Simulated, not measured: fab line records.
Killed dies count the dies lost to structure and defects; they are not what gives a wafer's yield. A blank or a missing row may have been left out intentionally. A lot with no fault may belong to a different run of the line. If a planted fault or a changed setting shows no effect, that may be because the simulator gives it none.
Which of the tools did it? ; flow gf180mcu ; 12 lots with 36 wafers sampled at 5 steps, on a route of 602 steps

WHAT EACH GAUGE READ, for each wafer
GF_M3_RS_MEAS_05: the measuring method here is four-point-probe.
lot;measured;on;M3_ALCU_RS (ohm/sq)
L075;day 20 19:47;film metro-04;0.0688 0.0685 0.0665
L077;day 21 13:22;film metro-02;0.0686 0.0687 0.0685
L079;day 22 10:50;film metro-02;0.0709 0.0698 0.0706
L081;day 23 03:37;film metro-02;0.0692 0.0687 0.0685
L083;day 23 16:06;film metro-01;0.0685 0.0670 0.0684
L085;day 24 07:44;film metro-01;0.0684 0.0702 0.0683
L087;day 25 01:47;film metro-04;0.0680 0.0695 0.0683
L089;day 25 15:21;film metro-01;0.0682 0.0683 0.0682
L091;day 26 11:34;film metro-02;0.0695 0.0701 0.0694
L093;day 26 23:52;film metro-02;0.0681 0.0682 0.0697
L095;day 27 13:32;film metro-02;0.0691 0.0688 0.0707
L097;day 28 00:08;film metro-01;0.0680 0.0674 0.0683

WHICH TOOL RAN EACH LOT (tool, then ch and the chambers of the sampled wafers, then the start)
lot;GF_MVPSD_STRIP_10;GF_CONTACT_STRIP_18;GF_M1_SPUTTER_00;GF_V2_SPUTTER_21
L075;plasma asher-02 ch 0,1, day 5 07:59;plasma asher-01 ch 1, day 16 12:10;pvd sputter-02, day 16 13:08;pvd sputter-03, day 20 18:49
L077;plasma asher-03 ch 0,1, day 5 19:51;plasma asher-01 ch 0,1, day 17 05:59;pvd sputter-01, day 17 06:58;pvd sputter-01, day 21 12:26
L079;plasma asher-01 ch 1, day 6 06:53;plasma asher-03 ch 0,1, day 18 02:22;pvd sputter-01, day 18 03:22;pvd sputter-01, day 22 09:55
L081;plasma asher-03 ch 0,1, day 6 21:03;plasma asher-03 ch 0,1, day 18 19:25;pvd sputter-02, day 18 20:24;pvd sputter-03, day 23 02:35
L083;plasma asher-03 ch 0,1, day 7 06:24;plasma asher-02 ch 0, day 19 10:13;pvd sputter-04, day 19 11:13;pvd sputter-03, day 23 15:04
L085;plasma asher-02 ch 0,1, day 7 17:27;plasma asher-01 ch 0,1, day 20 02:07;pvd sputter-01, day 20 03:07;pvd sputter-03, day 24 06:49
L087;plasma asher-02 ch 0,1, day 8 05:23;plasma asher-02 ch 0,1, day 20 23:02;pvd sputter-01, day 21 00:01;pvd sputter-01, day 25 00:52
L089;plasma asher-03 ch 0,1, day 8 15:48;plasma asher-01 ch 0,1, day 21 14:28;pvd sputter-01, day 21 15:28;pvd sputter-01, day 25 14:26
L091;plasma asher-01 ch 0,1, day 9 07:17;plasma asher-01 ch 0, day 22 12:46;pvd sputter-01, day 22 13:46;pvd sputter-04, day 26 10:38
L093;plasma asher-03 ch 0,1, day 9 17:53;plasma asher-02 ch 0,1, day 23 01:04;pvd sputter-04, day 23 02:04;pvd sputter-01, day 26 22:54
L095;plasma asher-03 ch 0,1, day 10 04:17;plasma asher-01 ch 0,1, day 23 15:40;pvd sputter-01, day 23 16:38;pvd sputter-04, day 27 12:37
L097;plasma asher-02 ch 0,1, day 10 17:49;plasma asher-03 ch 0,1, day 24 04:54;pvd sputter-01, day 24 05:51;pvd sputter-03, day 27 23:10
- GF_MVPSD_STRIP_10: strips in O2/N2.
- GF_CONTACT_STRIP_18: strips in O2/N2.
- GF_M1_SPUTTER_00: material Ti, target thk 37.5 nm, time 150 s.
- GF_V2_SPUTTER_21: material Ti, target thk 15 nm, time 80.02 s.

THE ANSWER, worked out from the rows above alone
Rule: the lots themselves supply what counts as usual. Put in order of their means at a reading, lots are off if they are a third of the lots or fewer, leave a main group of 4 or more, and stand apart from it by a gap of 3 or more times the standard deviation of the main group's means; of several such gaps the widest counts. The tables above print the reading to a certain number of digits; a main group whose means all agree to those digits is not used. Also off: a lot with no number at a reading for which 4 or more lots have one. Where the step has rows for the other lots, those lots are counted as sound.
No lot is off at any reading shown: from this, nothing can be told.

WHAT WAS PUT IN BY THE SIMULATOR
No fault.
